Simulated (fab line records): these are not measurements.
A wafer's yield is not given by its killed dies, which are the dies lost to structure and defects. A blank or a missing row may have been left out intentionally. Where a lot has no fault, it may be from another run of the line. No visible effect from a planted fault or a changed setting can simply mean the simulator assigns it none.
2 desks looking at one fault | flow gf180mcu | numbers are kept per desk, each desk with only its own; the story behind them comes last

## FOR THE TOOL OWNER'S DESK: litho-track-01
The tool's own readings at GF_HV_LDD_DEVELOP_06 (develop time 60 s): means of the sampled wafers that have a number, for each lot that ran on this tool. The brackets show how far a lot's mean lies from the usual mean; more than 4 standard deviations puts the lot out of limits, marked OUT.
Columns: A = resist-line-temp-C at GF_HV_LDD_DEVELOP_06, usual 23.01 C
lot  | first seen here | A
L445 | day 10 08:17    | 22.92
L446 | day 10 12:24    | 23.06
L449 | day 11 12:59    | 22.99
L453 | day 12 14:20    | 22.91
L462 | day 15 13:06    | 22.97
L463 | day 15 16:58    | 23.04
L466 | day 16 19:37    | 23.02
L467 | day 17 04:00    | 22.85
This desk's verdict: no lot among the 8 shows anything out of limits.

## METROLOGY DESK
Lot by lot, what the gauges showed, no matter which tool ran the lot: averages of those sampled wafers that carry a number. The brackets show how far a lot's mean lies from the usual mean; more than 4 standard deviations puts the lot out of limits, marked OUT.
Columns: A = DUAL_GATE_OXIDATION_00_THK at GF_DUAL_GATE_THK_MEAS_03, usual 10.82 nm; B = cd-nm at GF_HV_LDD_CD_MEAS_07, usual 399.2 nm; C = HV_LDD_01_OVL at GF_HV_LDD_OVL_MEAS_20, usual 0.2 nm; D = NSD_TW at GF_NSD_TW_MEAS_12, usual 4271
lot  | first seen here | A     | B               | C    | D
L445 | day 7 22:58     | 11.15 | 400.6           | 1.5  | 4328
L446 | day 8 05:27     | 10.90 | 398.5           | 1.9  | 4239
L447 | day 8 11:11     | 10.80 | 397.8           | 0.9  | 4289
L449 | day 9 01:46     | 10.97 | 366.6 (-14) OUT | -0.1 | 4255
L450 | day 9 08:23     | 10.81 | 393.2           | -0.7 | 4304
L451 | day 9 16:04     | 10.91 | 401.0           | 0.7  | 4296
L453 | day 10 01:59    | 11.09 | 367.6 (-13) OUT | -0.4 | 4266
L458 | day 11 13:25    | 10.46 | 400.2           | -0.5 | 4242
L460 | day 12 04:58    | 10.71 | 399.1           | -0.2 | 4316
L462 | day 12 17:20    | 10.70 | 398.7           | 0.3  | 4294
L463 | day 12 22:35    | 10.75 | 400.6           | -0.9 | 4267
L464 | day 13 05:17    | 10.84 | 400.3           | -1.9 | 4241
L466 | day 13 21:58    | 10.59 | 401.7           | -1.2 | 4276
L467 | day 14 03:13    | 10.89 | 401.2           | -0.1 | 4320
This desk's finding: out of limits on L449, L453; first on L449, day 11 13:09 (cd-nm at GF_HV_LDD_CD_MEAS_07). Within limits: L445, L446, L447, L450, L451, L458, L460, L462, L463, L464, L466, L467.

## TAKEN TOGETHER
An alarm was possible from the metrology desk at day 11 13:09, on L449, L453.
The desk of the tool owner found nothing out of limits.
On record at the tool owner's desk: L449, L453, within its limits.
Every lot named ran GF_HV_LDD_DEVELOP_06 on litho-track-01.

## WHAT THE SIMULATOR HAD INSERTED
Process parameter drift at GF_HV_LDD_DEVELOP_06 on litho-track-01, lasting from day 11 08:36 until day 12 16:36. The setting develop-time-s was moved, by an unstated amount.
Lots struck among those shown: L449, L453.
Hours from the fault's start to each desk's first reading out of limits: the metrology desk, 5.
